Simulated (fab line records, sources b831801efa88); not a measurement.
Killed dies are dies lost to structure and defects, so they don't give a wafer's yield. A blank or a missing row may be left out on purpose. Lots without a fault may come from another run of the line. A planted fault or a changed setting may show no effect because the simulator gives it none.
Which tool did it? | flow gf180mcu | 13 lots, 39 wafers sampled, at 4 steps of a route of 602

WHAT THE GAUGES READ, wafer by wafer
GF_PASSIVATION_BOW_MEAS_14. Usual: PASSIVATION_BOW 140 um, standard deviation 11.
lot  | measured     | on            | PASSIVATION_BOW (um) | flag
L552 | day 29 06:34 | film_metro-03 | 140 138 139          |
L554 | day 29 22:19 | film_metro-03 | 146 149 150          |
L555 | day 30 08:26 | film_metro-01 | 151 140 146          |
L556 | day 30 11:31 | film_metro-04 | 121 129 128          |
L557 | day 30 19:50 | film_metro-01 | 137 142 130          |
L558 | day 31 05:41 | film_metro-03 | 137 138 134          |
L561 | day 31 22:16 | film_metro-01 | 149 153 158          |
L564 | day 32 22:40 | film_metro-04 | 138 140 131          |
L568 | day 33 18:19 | film_metro-01 | 135 140 124          |
L569 | day 34 01:22 | film_metro-03 | 139 141 139          |
L572 | day 34 15:22 | film_metro-04 | 112 125 120          |
L573 | day 34 19:13 | film_metro-01 | 141 144 137          |
L574 | day 35 04:05 | film_metro-03 | 146 151 153          |

WHICH TOOL RAN EACH LOT (tool, then ch and the chambers of the sampled wafers, then the start)
lot  | GF_M4_SPUTTER_01             | GF_V4_CVD_23                  | GF_TOP_METAL_SPUTTER_00
L552 | pvd_sputter-02, day 22 18:32 | cvd_w-01 ch 0, day 24 18:22   | pvd_sputter-04, day 27 13:02
L554 | pvd_sputter-04, day 23 13:08 | cvd_w-02 ch 0,1, day 25 11:46 | pvd_sputter-03, day 28 04:59
L555 | pvd_sputter-02, day 23 23:14 | cvd_w-01 ch 0,1, day 25 20:38 | pvd_sputter-04, day 28 15:02
L556 | pvd_sputter-03, day 24 05:02 | cvd_w-01 ch 0,1, day 26 01:58 | pvd_sputter-03, day 28 18:28
L557 | pvd_sputter-02, day 24 15:43 | cvd_w-02 ch 0,1, day 26 12:43 | pvd_sputter-03, day 29 03:47
L558 | pvd_sputter-02, day 25 03:16 | cvd_w-02 ch 0,1, day 26 22:55 | pvd_sputter-02, day 29 14:19
L561 | pvd_sputter-04, day 25 22:17 | cvd_w-01 ch 0,1, day 27 17:16 | pvd_sputter-02, day 30 07:25
L564 | pvd_sputter-04, day 27 04:33 | cvd_w-01 ch 0,1, day 28 21:32 | pvd_sputter-02, day 31 09:02
L568 | pvd_sputter-02, day 28 05:44 | cvd_w-02 ch 0,1, day 29 22:28 | pvd_sputter-03, day 32 07:10
L569 | pvd_sputter-03, day 28 13:31 | cvd_w-02 ch 0,1, day 30 06:17 | pvd_sputter-04, day 32 14:11
L572 | pvd_sputter-03, day 29 07:22 | cvd_w-02 ch 0,1, day 30 22:08 | pvd_sputter-03, day 33 04:55
L573 | pvd_sputter-03, day 29 13:38 | cvd_w-02 ch 0,1, day 31 04:33 | pvd_sputter-04, day 33 10:09
L574 | pvd_sputter-04, day 30 00:43 | cvd_w-02 ch 1, day 31 14:14   | pvd_sputter-03, day 33 19:53
- GF_M4_SPUTTER_01: material TiN, target thk 30 nm, time 25 s.
- GF_V4_CVD_23: deposits W, target thk 350 nm, time 104.9 s.
- GF_TOP_METAL_SPUTTER_00: material Ti, target thk 37.5 nm, time 150 s.

WHAT THE TOOLS THEMSELVES READ (means of the sampled wafers that have a number; where no wafer has one, the mark that the record gives instead)
GF_M4_SPUTTER_01. Usual: cathode_dc_power_W 6500.0 W, standard deviation 1.2; throttle_valve_pct 30.0 %, standard deviation 0.88.
lot  | tool           | cathode_dc_power_W (W) | throttle_valve_pct (%) | flag
L552 | pvd_sputter-02 | 6500.0                 | 29.2                   |
L554 | pvd_sputter-04 | 6501.0                 | 30.5                   |
L555 | pvd_sputter-02 | 6500.7                 | 29.7                   |
L556 | pvd_sputter-03 | 6500.6                 | 30.3                   |
L557 | pvd_sputter-02 | 6498.8                 | 29.6                   |
L558 | pvd_sputter-02 | 6499.2                 | 28.9                   |
L561 | pvd_sputter-04 | 6501.1                 | 30.4                   |
L564 | pvd_sputter-04 | 6500.1                 | 30.6                   |
L568 | pvd_sputter-02 | 6499.4                 | 30.0                   |
L569 | pvd_sputter-03 | 6500.8                 | 29.6                   |
L572 | pvd_sputter-03 | 6501.0                 | 30.5                   |
L573 | pvd_sputter-03 | 6499.1                 | 30.6                   |
L574 | pvd_sputter-04 | 6499.8                 | 30.2                   |

GF_V4_CVD_23. Usual: heater_power_w 843 W, standard deviation 61.
lot  | tool     | heater_power_w (W) | flag
L552 | cvd_w-01 | 924                |
L554 | cvd_w-02 | 789                |
L555 | cvd_w-01 | 882                |
L556 | cvd_w-01 | 882                |
L557 | cvd_w-02 | 796                |
L558 | cvd_w-02 | 786                |
L561 | cvd_w-01 | 898                |
L564 | cvd_w-01 | 896                |
L568 | cvd_w-02 | 793                |
L569 | cvd_w-02 | 775                |
L572 | cvd_w-02 | 795                |
L573 | cvd_w-02 | 798                |
L574 | cvd_w-02 | 823                |

GF_TOP_METAL_SPUTTER_00. Usual: cathode_dc_power_W 4000.0 W, standard deviation 0.73; throttle_valve_pct 30.0 %, standard deviation 0.9.
lot  | tool           | cathode_dc_power_W (W) | throttle_valve_pct (%) | flag
L552 | pvd_sputter-04 | 4000.2                 | 30.5                   |
L554 | pvd_sputter-03 | 4000.3                 | 29.6                   |
L555 | pvd_sputter-04 | 4000.0                 | 30.5                   |
L556 | pvd_sputter-03 | 4000.2                 | 30.1                   |
L557 | pvd_sputter-03 | 3999.8                 | 29.2                   |
L558 | pvd_sputter-02 | 4000.1                 | 30.0                   |
L561 | pvd_sputter-02 | 3641.8                 | 29.6                   | OFF
L564 | pvd_sputter-02 | 3642.2                 | 29.6                   | OFF
L568 | pvd_sputter-03 | 3999.7                 | 30.1                   |
L569 | pvd_sputter-04 | 4000.0                 | 30.1                   |
L572 | pvd_sputter-03 | 3999.9                 | 30.5                   |
L573 | pvd_sputter-04 | 3999.8                 | 30.3                   |
L574 | pvd_sputter-03 | 4000.4                 | 30.0                   |

THE ANSWER, worked out from the rows above alone
Rule: a lot is off if the mean of its wafers that have a number lies more than 3 standard deviations from the usual mean. A lot without any number at a reading at which 4 lots or more have one is off too. The other lots that the step has rows for count as sound. The gauges are gone through in route order, then the tools' own readings, and for those a lot's mean is taken as printed above. The first step at which some lot is off is used, and at that step the reading that is off furthest; a lot without a number counts as furthest.
Off: L561, L564, at GF_TOP_METAL_SPUTTER_00 (cathode_dc_power_W).
A tool fits if, at that step or a process step before it, it ran every lot that is off, and no sound lot after the first of them. Can't be told from this: 2 tools fit, cvd_w-01 at GF_V4_CVD_23, pvd_sputter-02 at GF_TOP_METAL_SPUTTER_00.

WHAT THE SIMULATOR HAD PUT IN
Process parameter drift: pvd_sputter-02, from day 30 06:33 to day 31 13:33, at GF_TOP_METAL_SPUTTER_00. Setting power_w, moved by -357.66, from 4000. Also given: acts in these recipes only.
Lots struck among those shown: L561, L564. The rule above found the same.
